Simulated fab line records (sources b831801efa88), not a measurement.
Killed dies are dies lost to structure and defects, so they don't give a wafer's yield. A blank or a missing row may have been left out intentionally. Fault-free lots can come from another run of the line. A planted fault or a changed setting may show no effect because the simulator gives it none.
Which tool did it? -- flow sky130 -- 14 lots, 42 wafers sampled, at 3 steps of a route of 708

WHAT THE GAUGES SHOWED, per wafer
SKY_LDD_P_TW_MEAS_11. Usual: LDD_P_TW 634, standard deviation 7.2.
lot,measured,on,LDD_P_TW,flag
L213,day 18 14:24,film-metro-01,623 622 621,
L214,day 19 00:01,film-metro-03,643 641 647,
L215,day 19 22:04,film-metro-02,634 635 633,
L216,day 20 12:38,film-metro-02,639 641 639,
L218,day 20 20:34,film-metro-02,636 641 635,
L219,day 21 13:18,film-metro-01,30 29 30,OFF
L220,day 21 16:03,film-metro-02,30 30 30,OFF
L222,day 22 10:46,film-metro-01,623 624 625,
L224,day 23 06:53,film-metro-03,644 640 643,
L228,day 24 08:25,film-metro-01,625 626 624,
L230,day 25 04:44,film-metro-03,641 641 641,
L233,day 26 08:07,film-metro-02,638 639 636,
L234,day 26 18:59,film-metro-01,633 631 631,
L236,day 28 00:35,film-metro-02,636 638 639,

TOOL THAT RAN EACH LOT (tool first, then ch and the chambers of the sampled wafers, then the start)
lot,SKY_LDD_N_STRIP_16,SKY_LDD_P_STRIP_10
L213,"plasma-asher-04 ch 0,1, day 17 08:43","plasma-asher-03 ch 1, day 18 14:18"
L214,"plasma-asher-03 ch 0,1, day 17 18:11","plasma-asher-04 ch 0,1, day 18 23:55"
L215,"plasma-asher-04 ch 0,1, day 18 14:31","plasma-asher-02 ch 0,1, day 19 21:57"
L216,"plasma-asher-04 ch 0,1, day 19 05:26","plasma-asher-04 ch 0,1, day 20 12:32"
L218,"plasma-asher-03 ch 0,1, day 19 13:35","plasma-asher-04 ch 0,1, day 20 20:27"
L219,"plasma-asher-04 ch 0,1, day 20 05:44","plasma-asher-04 ch 0,1, day 21 13:12"
L220,"plasma-asher-04 ch 0,1, day 20 08:34","plasma-asher-02 ch 0,1, day 21 15:56"
L222,"plasma-asher-04 ch 0,1, day 21 03:34","plasma-asher-04 ch 0,1, day 22 10:41"
L224,"plasma-asher-04 ch 0,1, day 22 00:37","plasma-asher-03 ch 0,1, day 23 06:47"
L228,"plasma-asher-01 ch 0,1, day 23 01:58","plasma-asher-03 ch 0,1, day 24 08:18"
L230,"plasma-asher-01 ch 0,1, day 23 22:20","plasma-asher-04 ch 0,1, day 25 04:38"
L233,"plasma-asher-04 ch 0,1, day 25 02:31","plasma-asher-02 ch 0,1, day 26 08:02"
L234,"plasma-asher-04 ch 0,1, day 25 13:29","plasma-asher-02 ch 0,1, day 26 18:53"
L236,"plasma-asher-03 ch 0,1, day 26 19:41","plasma-asher-02 ch 0,1, day 28 00:29"
- SKY_LDD_N_STRIP_16: strips in O2/N2.
- SKY_LDD_P_STRIP_10: strips in O2/N2.

WHAT THE TOOLS THEMSELVES READ (means of the sampled wafers that have a number; where no wafer has one, the mark that the record gives instead)
SKY_LDD_N_STRIP_16. Usual: chamber-pressure-mTorr 1500.1 mTorr, standard deviation 1.3; drypump-motor-current-A 6.1 A, standard deviation 0.48; oes-product-au 0.406 a.u., standard deviation 0.0047; strip-time-to-endpoint-s 4.316 s, standard deviation 0.017.
lot,tool,chamber-pressure-mTorr (mTorr),drypump-motor-current-A (A),oes-product-au (a.u.),strip-time-to-endpoint-s (s),flag
L213,plasma-asher-04,1499.9,6.1,0.404,4.312,
L214,plasma-asher-03,1498.7,5.9,0.408,4.310,
L215,plasma-asher-04,1500.7,6.1,0.406,4.318,
L216,plasma-asher-04,1499.9,6.1,0.407,4.299,
L218,plasma-asher-03,1500.1,6.1,0.406,4.326,
L219,plasma-asher-04,-,-,-,-,OFF
L220,plasma-asher-04,-,-,-,-,OFF
L222,plasma-asher-04,1499.2,6.4,0.407,4.305,
L224,plasma-asher-04,1499.2,6.4,0.407,4.338,
L228,plasma-asher-01,1500.6,5.8,0.408,4.304,
L230,plasma-asher-01,1499.6,5.4,0.404,4.308,
L233,plasma-asher-04,1500.3,6.1,0.404,4.302,
L234,plasma-asher-04,1500.2,6.3,0.407,4.332,
L236,plasma-asher-03,1499.5,5.9,0.406,4.332,

SKY_LDD_P_STRIP_10. Usual: chamber-pressure-mTorr 1500.0 mTorr, standard deviation 1.4; drypump-motor-current-A 6.0 A, standard deviation 0.4; oes-product-au 0.715 a.u., standard deviation 0.0041; strip-time-to-endpoint-s 14.17 s, standard deviation 0.043.
lot,tool,chamber-pressure-mTorr (mTorr),drypump-motor-current-A (A),oes-product-au (a.u.),strip-time-to-endpoint-s (s),flag
L213,plasma-asher-03,1499.2,5.7,0.712,14.19,
L214,plasma-asher-04,1501.7,6.1,0.715,14.22,
L215,plasma-asher-02,1498.8,5.6,0.715,14.21,
L216,plasma-asher-04,1499.6,6.1,0.715,14.23,
L218,plasma-asher-04,1500.3,6.3,0.712,14.17,
L219,plasma-asher-04,1499.1,6.3,0.709,18.69,OFF
L220,plasma-asher-02,1499.6,5.6,0.715,18.74,OFF
L222,plasma-asher-04,1499.8,6.3,0.714,14.12,
L224,plasma-asher-03,1501.1,5.9,0.714,14.16,
L228,plasma-asher-03,1500.7,5.9,0.713,14.18,
L230,plasma-asher-04,1500.1,6.4,0.719,14.19,
L233,plasma-asher-02,1500.2,5.6,0.717,14.19,
L234,plasma-asher-02,1499.9,5.6,0.717,14.19,
L236,plasma-asher-02,1499.9,5.8,0.718,14.11,

THE ANSWER, worked out from the rows above alone
Rule: a lot counts as off when the mean over its wafers that have a number is more than 3 standard deviations away from the usual mean. A lot without any number at a reading at which 4 lots or more have one is off too. The other lots that the step has rows for count as sound. The gauges are gone through in route order, then the tools' own readings, and for those a lot's mean is taken as printed above. The first step at which some lot is off is used, and at that step the reading that is off furthest; a lot without a number counts as furthest.
Off: L219, L220, at SKY_LDD_P_TW_MEAS_11 (LDD_P_TW).
If a tool, at a process step before that reading, ran all the lots that are off and no sound lot after the first of them, it fits. The gauges at SKY_LDD_P_TW_MEAS_11 aren't tried: what is off there is off at SKY_LDD_N_STRIP_16 too, on other tools, and a gauge's error can't cause that. None of those tried fits.

WHAT THE SIMULATOR HAD PUT IN
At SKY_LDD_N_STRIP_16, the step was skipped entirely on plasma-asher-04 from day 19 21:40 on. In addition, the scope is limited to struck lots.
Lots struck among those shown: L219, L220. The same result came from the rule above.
